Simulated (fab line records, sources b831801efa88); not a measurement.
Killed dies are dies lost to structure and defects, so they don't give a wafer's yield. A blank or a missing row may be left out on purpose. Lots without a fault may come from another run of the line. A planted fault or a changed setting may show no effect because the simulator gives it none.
fab line records | flow gf180mcu | part 2 of 2: steps 34 to 37 of 37
record lots=7 wafers=21 last_day=34
route steps=602 shown M1@327 V1@335 M2@362 PASSIVATION@602
lots that met no fault: from a run of the same line without faults
start_h: hours from the record's first day to the start of the lot's first wafer shown | wait_h: hours since the lot's step before | " the same as in the row above | L1.1+2: a row that stands for several wafers | - no value, or no start given | * or withheld: withheld | < > ~ a bound
route shown NAME@n: a module of which the file shows steps, and the number in the route of the first | usual: mean/standard deviation of fault-free wafers | same: alike in all rows | chamber/n: place in a boat | sites: the reading at each site | _std_site: their standard deviation | _edge_site: outer sites' mean less inner sites' | radius_mm: how far each site lies from the wafer's centre | mask NAME#n: copy n | behind: the tool/chamber that last shaped the wafer | hold: why the lot was held/for how many hours/how that ended | device: the transistor (n, p or np) that didn't switch | end of line: the same wafers' tests at the end of the route | a step without rows: its recipe alone | killed: dies lost to structure and defects at the first sort, not the wafer's yield | map: a wafer's dies, x killed, . not, _ none there
set.NAME: the setting as run; set.NAME@STEP: as run at that earlier step | model.NAME: the simulator's own value behind a step, which no gauge read
lots at some steps of the route; a table a step, a row a wafer
services: from which hour (start_h, from the record's first day; less than 0 if before it) a tool's chamber was out of use, for how many hours, and why
## steps
# step GF_V1_THK_MEAS_25
# recipe thk_meas_gauge=xrf reads=W_of_V1_CVD_23
# usual V1_W_THK=357/5.2
# columns lot.wafer tool chamber start_h wait_h V1_W_THK[nm]
L578.1 film_metro-04 - 416.19 0.1 347
L578.2 " - " " 348
L578.6 " - " " 349
L582.1 film_metro-03 - 458.11 0.1 359
L582.3 " - " " 356
L582.4 " - " " 354
L589.3 film_metro-03 - 525.46 0.1 355
L589.4 " - " " 356
L589.5 " - " " 359
L594.3 film_metro-04 - 560.13 0.1 356
L594.4 " - " " 360
L594.6 " - " " 351
L595.1 film_metro-03 - 565.99 0.1 362
L595.2 " - " " 367
L595.4 " - " " 363
L596.3 film_metro-03 - 574.23 0.1 364
L596.4 " - " " 366
L596.6 " - " " 362
L597.1 film_metro-03 - 590.30 0.1 358
L597.4 " - " " 358
L597.5 " - " " 360
# step GF_V1_CMP_26
# recipe stop_on=SiO2 down_force_psi=3.5 platen_rpm=60 t_overpolish_s=15 target_thk_nm=0 pad_velocity_m_s=0.94248
# usual edge_zone_pressure_frac=1.000/0.0051 motor_current_A=11.1/0.89
# columns lot.wafer tool chamber start_h wait_h edge_zone_pressure_frac motor_current_A model.SiO2_of_V1_CVD_02.thk_nm
L578.2 cmp-02 3 416.25 0.0 1.002 10.5 628.5
L578.1 " 2 " " 0.999 12.6 629.1
L578.6 " 0 " " 0.997 11.2 629.4
L582.4 cmp-02 3 458.34 0.2 0.996 10.4 628.5
L582.3 " 0 " " 1.000 11.5 628.1
L582.1 " 1 " " 0.996 11.1 628
L589.4 cmp-01 0 525.60 0.1 1.001 10.1 627.2
L589.3 " 1 " " 0.992 9.5 625.6
L589.5 " 3 " " 0.996 10.2 625.7
L594.3 cmp-02 2 560.17 0.0 0.996 11.9 786.3
L594.4 " 0 " " 0.994 12.3 627.8
L594.6 " 3 " " 0.998 10.5 627.9
L595.1 cmp-01 0 566.10 0.1 0.999 10.8 785.9
L595.4 " 1 " " 1.003 9.8 628.6
L595.2 " 2 " " 0.995 12.6 627.3
L596.3 cmp-02 0 574.32 0.1 1.002 11.2 629.8
L596.4 " 1 " " 0.995 10.6 785.9
L596.6 " 0 " " 1.003 11.5 629.4
L597.1 cmp-01 2 590.36 0.1 0.991 12.3 628.6
L597.4 " 0 " " 1.005 10.8 629.3
L597.5 " 2 " " 0.998 13.2 628.7
# step GF_M2_SPUTTER_00
# recipe material=Ti target_thk_nm=37.5 arriving_ion_energy_ev=80 substrate_temp_c=200 chamber_pressure_pa=2 power_w=4000 time_s=150
# step GF_PASSIVATION_PROBE_99
# columns lot.wafer tool chamber start_h wait_h model.etest.via1_chain.rc_ohm model.etest.met2_comb.leak_log10_a_um
L578.1 prober-02 - 674.44 0.1 6.231 -11.97
L578.2 prober-02 - 674.49 0.1 6.187 -12.03
L578.6 prober-02 - 674.69 0.2 6.45 -11.1
L582.1 prober-02 - 710.05 0.1 6.651 -11.88
L582.3 prober-02 - 710.15 0.2 6.546 -12.17
L582.4 prober-02 - 710.20 0.2 6.488 -11.87
L589.3 prober-01 - 759.91 0.2 6.353 -12.11
L589.4 prober-01 - 759.96 0.2 6.263 -11.87
L589.5 prober-01 - 760.01 0.2 6.064 -11.83
L594.3 prober-02 - 785.58 0.2 11.58 -10.23
L594.4 prober-02 - 785.63 0.2 6.753 -11.83
L594.6 prober-02 - 785.73 0.2 6.345 -12.05
L595.1 prober-01 - 787.30 0.1 9.351 -10.98
L595.2 prober-01 - 787.35 0.1 6.49 -11.89
L595.4 prober-01 - 787.45 0.2 6.549 -12.12
L596.3 prober-02 - 794.93 0.2 6.437 -11.98
L596.4 prober-02 - 794.98 0.2 8.317 -11.41
L596.6 prober-02 - 795.08 0.2 6.357 -11.66
L597.1 prober-01 - 804.16 0.1 6.562 -11.87
L597.4 prober-01 - 804.31 0.2 6.236 -12
L597.5 prober-01 - 804.36 0.2 6.332 -12
# killed by level:class
L578.1 V1:geometric_particle:open=7 V5:geometric_particle:open=7 V3:geometric_particle:open=5 CONTACT:geometric_particle:open=4 V2:geometric_particle:open=4 V3:geometric_particle:short=3 V4:geometric_particle:open=3 STI:geometric_particle:open=2
L578.2 V3:geometric_particle:open=8 V5:geometric_particle:open=8 STI:geometric_particle:open=7 V1:geometric_particle:open=4 V4:geometric_particle:open=4 CONTACT:geometric_particle:open=3 V2:geometric_particle:open=3 POLY_GATE:geometric_particle:short=2
L578.6 V1:geometric_particle:open=5 V2:geometric_particle:open=5 V5:geometric_particle:open=5 CONTACT:geometric_particle:open=4 M1:geometric_particle:short=4 M3:geometric_particle:short=3 V3:geometric_particle:short=3 V3:geometric_particle:open=3
L582.1 V1:geometric_particle:open=9 V2:geometric_particle:open=6 V4:geometric_particle:open=5 CONTACT:geometric_particle:short=3 M1:geometric_particle:short=3 M2:geometric_particle:short=3 STI:geometric_particle:short=2 CONTACT:geometric_particle:open=2
L582.3 CONTACT:geometric_particle:open=5 V1:geometric_particle:open=5 V4:geometric_particle:open=4 STI:geometric_particle:open=3 CONTACT:geometric_particle:short=3 STI:geometric_particle:short=2 M2:geometric_particle:short=2 V1:geometric_particle:short=2
L582.4 STI:geometric_particle:open=7 V4:geometric_particle:open=7 STI:geometric_particle:short=5 V5:geometric_particle:open=5 CONTACT:geometric_particle:open=3 V1:geometric_particle:open=3 M5:geometric_particle:short=3 V3:geometric_particle:short=2
L589.3 CONTACT:geometric_particle:open=6 V1:geometric_particle:open=5 V5:geometric_particle:open=5 V4:geometric_particle:short=4 M2:geometric_particle:short=4 V1:geometric_particle:short=3 V3:geometric_particle:open=3 V4:geometric_particle:open=3
L589.4 CONTACT:geometric_particle:open=9 V2:geometric_particle:open=6 V4:geometric_particle:open=6 V1:geometric_particle:open=5 V3:geometric_particle:open=5 STI:geometric_particle:short=3 STI:geometric_particle:open=3 V4:geometric_particle:short=3
L589.5 V3:geometric_particle:open=6 CONTACT:geometric_particle:open=5 V1:geometric_particle:open=5 V2:geometric_particle:open=5 V4:geometric_particle:open=5 STI:geometric_particle:short=4 STI:geometric_particle:open=3 SALICIDE:geometric_particle:short=3
L597.1 V4:geometric_particle:open=6 V5:geometric_particle:open=6 STI:geometric_particle:short=4 STI:geometric_particle:open=4 V2:geometric_particle:open=4 CONTACT:geometric_particle:open=3 V1:geometric_particle:open=3 V2:geometric_particle:short=3
L597.4 V5:geometric_particle:open=8 CONTACT:geometric_particle:open=6 V2:geometric_particle:short=4 V3:geometric_particle:open=4 V5:geometric_particle:short=4 POLY_GATE:geometric_particle:open=3 V2:geometric_particle:open=3 M1:geometric_particle:short=2
L597.5 V2:geometric_particle:open=5 V4:geometric_particle:open=5 V5:geometric_particle:open=4 V5:geometric_particle:short=4 POLY_GATE:geometric_particle:short=3 SAB:geometric_particle:open=3 CONTACT:geometric_particle:open=3 CONTACT:geometric_particle:short=3
## services
# columns tool chamber start_h hours kind
plasma_asher-01 - 371.61 14.6 pm
rie_diel-02 1 381.17 22.7 repair
cmp-01 - 387.03 4.9 pm
plasma_asher-01 - 387.41 2.8 pm
plasma_asher-04 - 391.37 2.6 repair
rie_metal-02 - 402.48 1.4 pm
cmp-02 - 404.29 4.0 pm
rie_diel-02 3 406.52 3.8 repair
cmp-01 - 408.73 9.1 repair
rie_diel-02 0 413.37 28.6 repair
cmp-01 - 457.31 1.9 repair
cmp-01 - 468.15 0.5 repair
pecvd-03 - 469.12 5.5 pm
rie_diel-04 1 475.97 8.9 repair
pecvd-03 - 483.97 0.7 repair
plasma_asher-03 - 502.80 1.2 repair
cmp-02 - 503.72 0.9 repair
plasma_asher-04 - 506.65 3.9 repair
plasma_asher-01 - 509.49 2.5 repair
cmp-02 - 509.55 1.7 repair
rie_diel-04 0 550.18 15.9 repair
plasma_asher-03 - 555.79 17.4 repair
rie_diel-04 3 559.48 12.6 repair
cmp-01 - 572.09 4.0 pm
## key
first_sign step=GF_V1_CMP_04 reading=time_to_endpoint_s direction=down sigmas=9.7 usual=* struck=*
effect step=GF_V1_ETCH_17 reading=oes_product_au direction=up sigmas=24 usual=0.855 struck=0.972
model_effect step=GF_V1_CMP_04 value=SiO2_of_V1_CVD_02.thk_nm without=631.7 struck=789.8
model_effect step=GF_V1_ETCH_17 value=etch.depth_nm without=631.7 struck=789.8
model_effect step=GF_V1_CMP_26 value=SiO2_of_V1_CVD_02.thk_nm without=627.9 struck=786
model_effect step=GF_PASSIVATION_PROBE_99 value=etest.via1_chain.rc_ohm without=6.429 struck=9.749
met_at GF_V1_CMP_04
struck_wafers L594.3,L595.1,L596.4
sort_left_out L594.3,L595.1,L596.4
onset_between 432.50 536.41
fault kind=process_parameter_drift tool=cmp-02 chamber=0 onset_h=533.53 steps=GF_V1_CMP_04 channel=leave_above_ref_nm offset=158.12 shape=step end_h=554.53 acts_in=these_recipes_only stated=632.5
# sort_left_out: the simulated sort isn't trusted on such a fault, so these wafers' sort isn't shown, and their yield isn't known
